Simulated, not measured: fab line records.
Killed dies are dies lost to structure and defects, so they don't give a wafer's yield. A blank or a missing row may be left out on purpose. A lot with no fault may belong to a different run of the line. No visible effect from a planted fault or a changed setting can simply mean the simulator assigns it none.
Split-lot trial ; flow sky130 ; route with 708 steps; 5 lots, 23 wafers read

THE SPLIT ITSELF
At SKY_LDD_HVP_IMPLANT_08, the setting dose cm2 was moved away from the recipe's 1.7e+13 on 5 of the 23 wafers read, by -4.9% to +2.0%. The other wafers ran this setting at the recipe's value.

BETWEEN THE SPLIT AND THE READING: the file shows 1 step in between
- SKY_LDD_HVP_STRIP_09: strips in O2/N2

THE READING
LDD_HVP_TW, at SKY_LDD_HVP_TW_MEAS_10. Typical for fault-free wafers on this fab line: 455.6, with standard deviation 2.3.

wafer;tool, chamber at the split;dose cm2 as run;against the recipe;LDD_HVP_TW;against lot-mates on the recipe
L075.1;implanter-04, 0;1.7e+13;recipe;456.7;-
L075.2;implanter-04, 0;1.7e+13;recipe;458.7;-
L075.3;implanter-04, 0;1.616e+13;-4.9%;450.2;-7.2
L075.4;implanter-04, 0;1.7e+13;recipe;456.7;-
L075.5;implanter-04, 0;1.616e+13;-4.9%;447.4;-10.0
L078.2;implanter-01, 0;1.7e+13;recipe;454.8;-
L078.3;implanter-01, 0;1.7e+13;recipe;453.6;-
L078.4;implanter-01, 0;1.7e+13;recipe;455.7;-
L078.5;implanter-01, 0;1.7e+13;recipe;452.0;-
L078.6;implanter-01, 0;1.7e+13;recipe;454.2;-
L079.2;implanter-03, 0;1.7e+13;recipe;452.2;-
L079.3;implanter-03, 0;1.7e+13;recipe;453.0;-
L079.4;implanter-03, 0;1.7e+13;recipe;453.1;-
L079.5;implanter-03, 0;1.7e+13;recipe;452.7;-
L079.6;implanter-03, 0;1.7e+13;recipe;450.9;-
L080.2;implanter-01, 0;1.7e+13;recipe;458.0;-
L080.3;implanter-01, 0;1.734e+13;+2.0%;459.7;+1.8
L080.4;implanter-01, 0;1.734e+13;+2.0%;462.7;+4.8
L080.5;implanter-01, 0;1.734e+13;+2.0%;461.4;+3.4
L080.6;implanter-01, 0;1.7e+13;recipe;457.9;-
L084.1;implanter-03, 0;1.7e+13;recipe;453.2;-
L084.3;implanter-03, 0;1.7e+13;recipe;456.3;-
L084.6;implanter-03, 0;1.7e+13;recipe;452.5;-

THE FIT
A straight line over all 23 wafers: LDD_HVP_TW changes by +1.64 for each +1% of dose cm2; r = +0.73; the points scatter about the line by 2.6.
The same after taking each lot's own level away (the mean of its wafers on the recipe; 23 wafers): +1.72 for each +1%; r = +0.92; scatter 1.2.
That fit puts the effect of the largest move of dose cm2 on the reading at 8.5.
The span of the lots' own levels, 452.38 to 457.95, comes to 2.4 times the standard deviation stated above.
So the lot-to-lot level blurs the effect unless lot-mates are compared.
Check: for one of the wafers moved furthest among these (-4.9%), held out of the fit, the line's prediction against its lot-mates is -9.49. Against them it came out at -7.17.

OTHER SPLITS ON THESE WAFERS
Other splits were also applied to these wafers ahead of the reading. Each is held against what the fit with the lots' levels taken away leaves over:
other split on the same wafers;wafers away from the commonest value;r with LDD_HVP_TW (lot level and that fit taken away)
SKY_GATE_OXIDE_SOFTBAKE_06 temp c;6;-0.02
SKY_POLY_GATE_ETCH_15 time s;6;-0.01
SKY_LDD_N_IMPLANT_09 energy kev;5;+0.35
SKY_LDD_P_DEVELOP_06 dev temp c;9;-0.23
SKY_LDD_P_IMPLANT_09 energy kev;9;+0.04
SKY_LDD_HVN_IMPLANT_08 energy kev;7;+0.14

FILE'S OWN FIT
LDD_HVP_TW changes by +1.73 for each +1% of dose cm2, r = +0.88.
